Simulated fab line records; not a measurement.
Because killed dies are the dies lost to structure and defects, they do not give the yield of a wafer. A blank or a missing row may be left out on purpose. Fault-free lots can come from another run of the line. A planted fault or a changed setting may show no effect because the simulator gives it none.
A lot that was struck, set against a sound lot + flow sky130 + 13 steps out of a route of 708
Sound: these wafers, L414.2, L414.3, L414.5. Wafers L421.4, L421.5, L421.6 were the ones struck. At the end, the cause is stated.
For every step that has rows: the tool of each side, followed by ch and its chambers, followed by its first start. Under that, the readings that differ: sound wafers + struck wafers + difference of the means + sigmas: that difference in standard deviations of wafers without a fault.
alike: a reading whose means differ by less than 2 such deviations, as well as words and numbers matching on both sides. not compared: withheld readings; readings where some wafer has no value; bounds like >300 that might hide an equal value; numbers whose values overlap and for which the record gives no deviation.
The two part at a step that has a row with sigmas, a row that says differs or no value, or rows on one side only. When numbers do not overlap yet have no deviation, they are printed without sigmas and do not part them. A reading missing from all wafers of one side parts the sides only when that side holds two or more wafers.

SKY_VIA3_CD_MEAS_12 targets a cd of 200 nm.
  sound on cdSem-02 at day 42 10:18; struck on cdSem-01 at day 44 12:58
  alike: cdNm
SKY_VIA3_OVL_MEAS_13:
  sound on overlay-02 at day 42 10:25; struck on overlay-02 at day 44 13:02
  alike: VIA3_OVL
SKY_VIA3_ETCH_14: etches BARC in N2/H2, stops on SiO2, time 45.9 s, target depth 60 nm.
  sound on rieDiel-03 ch 0,1, day 42 10:26; struck on rieDiel-04 ch 0,1, day 44 13:03
| reading                  | sound       | struck      | difference | sigmas |
|--------------------------|-------------|-------------|------------|--------|
| drypumpMotorCurrentA (A) | 6.3 6.6 6.3 | 5.1 5.1 4.8 | -1.4       | -3     |
  alike: oesProductAu, throttleValvePct
  not compared: rfHoursCounterH
SKY_VIA3_ETCH_15: etches SiO2 in C4F8/O2/Ar, stops on TiN, target depth 507 nm, time 78 s.
  sound on rieDiel-03 ch 0,1, day 42 10:29; struck on rieDiel-04 ch 0,1, day 44 13:06
  alike: oesProductAu
SKY_VIA3_STRIP_16: strips in O2/N2.
  sound on plasmaAsher-04 ch 1, day 42 10:32; struck on plasmaAsher-01 ch 0,1, day 44 13:11
  alike: drypumpMotorCurrentA, oesProductAu, stripTimeToEndpointS
  not compared: rfHoursCounterH
then, 3 steps without rows for these wafers: SKY_VIA3_STRIP_17 (strips in post etch residue remover, time 1200 s); SKY_VIA3_CLEAN_18 (cleans in IPA, time 180 s); SKY_VIA3_CLEAN_19 (cleans in O3/DIW).
SKY_VIA3_SPUTTER_20: material TiN, target thk 20 nm, time 80 s.
  sound on pvdSputter-02 at day 42 11:10; struck on pvdSputter-04 at day 44 13:46
  alike: throttleValvePct
SKY_VIA3_CVD_21: deposits W, target thk 390 nm, time 117.31 s.
  sound on cvdW-02 ch 0,1, day 42 11:13; struck on cvdW-01 ch 0,1, day 44 13:52
  alike: chamberPressureTorr, heaterPowerW
SKY_VIA3_RS_MEAS_22: measurement is done with a four-point probe.
  sound on filmMetro-01 at day 42 11:22; struck on filmMetro-01 at day 44 14:00
  alike: VIA3_W_RS
SKY_VIA3_THK_MEAS_23: measures by xrf.
  sound on filmMetro-01 at day 42 11:29; struck on filmMetro-01 at day 44 14:05
  alike: VIA3_W_THK
SKY_VIA3_CMP_24: polishes, stops on SiO2, t overpolish 20 s, target thk 0 nm.
  sound on cmp-01 ch 0,3, day 42 11:35; struck on cmp-01 ch 1,2,3, day 44 14:13
  no value came back on the struck wafers for any of 5 readings (edgeZonePressureFrac, headPressurePsi (psi) and others); on the sound wafers edgeZonePressureFrac reads 1.004 1.010 0.999
| reading                                 | sound         | struck            | difference | sigmas |
|-----------------------------------------|---------------|-------------------|------------|--------|
| model.W_of_VIA3_CVD_21.thkNm (nm)       | 0 0 0         | 385.6 388.3 387.9 | +387.3     |        |
| model.SiO2_of_VIA3_HDPCVD_00.thkNm (nm) | 461 459.1 460 | 465.3 467.2 465.9 | +6.1       |        |

== WHERE THEY PART ==
First at SKY_VIA3_ETCH_14; last, within this record, at SKY_VIA3_CMP_24.

WHY: what had been put in by the simulator
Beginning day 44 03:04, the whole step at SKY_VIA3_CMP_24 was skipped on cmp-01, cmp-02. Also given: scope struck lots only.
